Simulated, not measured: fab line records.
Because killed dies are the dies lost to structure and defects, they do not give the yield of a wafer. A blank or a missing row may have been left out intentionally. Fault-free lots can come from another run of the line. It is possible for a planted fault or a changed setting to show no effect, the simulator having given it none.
Matching of chambers / flow gf180mcu / cmp-01 running GF_V5_CMP_26: 4 sister chambers
The step polishes, stops on SiO2, t overpolish 15 s, target thk 0 nm. 8 wafers are shown with their chamber, then 9 later ones without.

## EACH WAFER AND ITS CHAMBER
wafer=L995.2; chamber=0; timeToEndpointS (s)=87; overpolishRunS (s)=14.992
wafer=L995.4; chamber=1; timeToEndpointS (s)=87; overpolishRunS (s)=14.997
wafer=L997.1; chamber=1; timeToEndpointS (s)=83; overpolishRunS (s)=15.000
wafer=L997.3; chamber=3; timeToEndpointS (s)=88; overpolishRunS (s)=14.994
wafer=L997.4; chamber=2; timeToEndpointS (s)=79; overpolishRunS (s)=15.003
wafer=L102.1; chamber=2; timeToEndpointS (s)=77; overpolishRunS (s)=15.004
wafer=L102.4; chamber=3; timeToEndpointS (s)=88; overpolishRunS (s)=14.995
wafer=L102.6; chamber=0; timeToEndpointS (s)=95; overpolishRunS (s)=15.007

## WAFERS WITHOUT THEIR CHAMBER
wafer=L105.1; timeToEndpointS (s)=87; overpolishRunS (s)=14.994
wafer=L105.3; timeToEndpointS (s)=84; overpolishRunS (s)=15.004
wafer=L105.4; timeToEndpointS (s)=93; overpolishRunS (s)=14.993
wafer=L106.2; timeToEndpointS (s)=81; overpolishRunS (s)=15.004
wafer=L106.5; timeToEndpointS (s)=85; overpolishRunS (s)=14.997
wafer=L106.6; timeToEndpointS (s)=82; overpolishRunS (s)=15.000
wafer=L111.2; timeToEndpointS (s)=92; overpolishRunS (s)=15.015
wafer=L111.4; timeToEndpointS (s)=83; overpolishRunS (s)=14.980
wafer=L111.6; timeToEndpointS (s)=80; overpolishRunS (s)=15.000

## WHICH CHAMBER EACH WENT THROUGH
wafer=L105.1; from the rows above=can't be placed: 3 or 1 or 0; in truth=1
wafer=L105.3; from the rows above=can't be placed: 1 or 2 or 3 or 0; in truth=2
wafer=L105.4; from the rows above=can't be placed: 0 or 3 or 1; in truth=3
wafer=L106.2; from the rows above=can't be placed: 2 or 1 or 3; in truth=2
wafer=L106.5; from the rows above=can't be placed: 1 or 3 or 0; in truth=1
wafer=L106.6; from the rows above=can't be placed: 1 or 2 or 3 or 0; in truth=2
wafer=L111.2; from the rows above=can't be placed: 0 or 1 or 3 or 2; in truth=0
wafer=L111.4; from the rows above=can't be placed: 3 or 1 or 0 or 2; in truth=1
wafer=L111.6; from the rows above=can't be placed: 2 or 1 or 3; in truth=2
Correctly placed: 0 of 9. Can't be placed from these rows: 9 (the true chamber is among the candidates in 9). 0 placed wrongly.
How it was worked out, from the rows above alone: a wafer's distance from a chamber is the root of the sum, over the readings, of the square of ((its reading less the chamber's mean) divided by the reading's scatter). If the next closest chamber is less than 2 further off than the closest, the wafer can't be placed; otherwise it belongs to the closest. A chamber's mean is the mean of its shown wafers. The scatter: take each reading less its chamber's mean, square it, sum over the shown wafers, divide by the number of wafers less the number of chambers, and take the root.
